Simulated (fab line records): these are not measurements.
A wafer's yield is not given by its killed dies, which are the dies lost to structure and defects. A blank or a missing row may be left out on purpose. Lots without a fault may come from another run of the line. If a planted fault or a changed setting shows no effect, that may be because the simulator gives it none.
Struck lot and sound lot, side by side :: flow gf180mcu :: 21 steps out of a route of 602
Sound: wafers L964.3, L964.4, L964.6. Struck: wafers L983.2, L983.4, L983.5. Last of all comes the cause.
Per side, at each step with rows, come the tool, then ch with its chambers, and then its first start. Under that, the readings that differ: sound wafers :: struck wafers :: difference of the means :: sigmas: that difference in standard deviations of wafers without a fault.
alike: words and numbers the same on both sides, and readings whose means are apart by under 2 such deviations; not compared: readings that were withheld, readings missing a value for some wafer, numbers with overlapping values and no deviation given by the record, and bounds like >300 which may hide the same value.
Wherever a step has rows on one side only, a row that says differs or no value, or a row with sigmas, the two part there. Numbers that don't overlap but have no deviation are shown without sigmas and don't part them. Lack of a reading on every wafer of one side parts them only where that side has two or more wafers.

first, 2 steps without rows for these wafers: GF_M1_CLEAN_19 (cleans in DIW); GF_V1_CVD_00 (deposits SiO2, target thk 600 nm, time 100 s).
GF_V1_THK_MEAS_01:
  struck on film metro-01, day 24 16:29; sound on film metro-02, day 17 23:08
  alike: V1_CVD_00_THK
GF_V1_CVD_02: deposits SiO2 from TEOS, target thk 850 nm, time 94.851 s.
  sound on pecvd-03 ch 1,2, day 17 23:11; struck on pecvd-03 ch 0,1,2, day 24 16:32
  alike: heater power w
GF_V1_THK_MEAS_03:
  struck on film metro-02, day 24 16:37; sound on film metro-04, day 17 23:16
  alike: V1_CVD_02_THK
GF_V1_CMP_04: polishes SiO2.
  sound on cmp-02 ch 1,2, day 17 23:18; struck on cmp-01 ch 1,2,3, day 24 16:43
  alike: motor current A, time to endpoint s
GF_V1_BOW_MEAS_05:
  struck on film metro-04, day 24 16:59; sound on film metro-02, day 17 23:38
  alike: V1_BOW
then, 5 steps without rows for these wafers: GF_V1_DEHYDRATE_06 (time 60 s); GF_V1_HMDS_07 (prime time 60 s); GF_V1_COAT_08; GF_V1_COAT_09 (resist thk 1000 nm); GF_V1_SOFTBAKE_10 (time 60 s).
GF_V1_EXPOSE_11: exposes mask Via1, target cd 260 nm.
  sound on krf scanner-02 ch 0, day 18 11:23; struck on krf scanner-01 ch 0, day 25 04:55
reading: exposure dose mJ cm2
sound: 37.92 38.02 37.98
struck: 37.72 37.67 37.69
difference: -0.28
sigmas: -7
  alike: mask, reticle temp C
then, 2 steps without rows for these wafers: GF_V1_PEB_12 (peb time 90 s); GF_V1_DEVELOP_13 (develop time 60 s).
GF_V1_CD_MEAS_14 targets a cd of 260 nm.
  struck on cd sem-02, day 25 15:05; sound on cd sem-02, day 18 23:46
reading: cd nm (nm)
sound: 258.1 258.6 260.0
struck: 262.1 262.8 263.3
difference: +3.8
sigmas: +3
GF_V1_OVL_MEAS_15:
  struck on overlay-02, day 25 15:12; sound on overlay-02, day 18 23:52
  alike: V1_OVL
GF_V1_ETCH_16: etches BARC in N2/H2.
  sound on rie diel-03 ch 0,2,3, day 18 23:53; struck on rie diel-03 ch 0,1, day 25 15:14
reading: model.V1.cd nm (nm)
sound: 258.8 258.3 260.6
struck: 260.8 262.4 263.5
difference: +3.0
sigmas: 
  alike: drypump motor current A, oes product au, throttle valve pct
GF_V1_ETCH_17: etches SiO2 in C4F8/O2/Ar, stops on TiN, target depth 630 nm.
  sound on rie diel-03 ch 0,2,3; struck on rie diel-03 ch 0,1
reading: model.V1.cd nm (nm)
sound: 258.4 258.7 260.8
struck: 262.2 263.3 264.8
difference: +4.1
sigmas: 
  alike: oes product au
GF_V1_STRIP_18: strips in O2/N2.
  sound on plasma asher-02 ch 0,1, day 19 00:03; struck on plasma asher-02 ch 0,1, day 25 15:22
  alike: drypump motor current A, heater power w, oes product au
  not compared: rf hours counter h
-- the record jumps here: 9 days lie between the struck wafers' starts before and after (it left off in module V1 and takes up again in module PASSIVATION, whose first step shown is number 602 of the route) --
GF_PASSIVATION_PROBE_99:
  only the struck wafers here have rows in the record (prober-01, day 34 18:22); the sound ones have none

WHERE THEY PART
Last at GF_PASSIVATION_PROBE_99 as far as this record goes, first at GF_V1_EXPOSE_11.

WHY: whatever the simulator had introduced
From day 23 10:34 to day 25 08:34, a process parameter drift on krf scanner-01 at GF_V1_EXPOSE_11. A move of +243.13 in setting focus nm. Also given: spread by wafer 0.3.
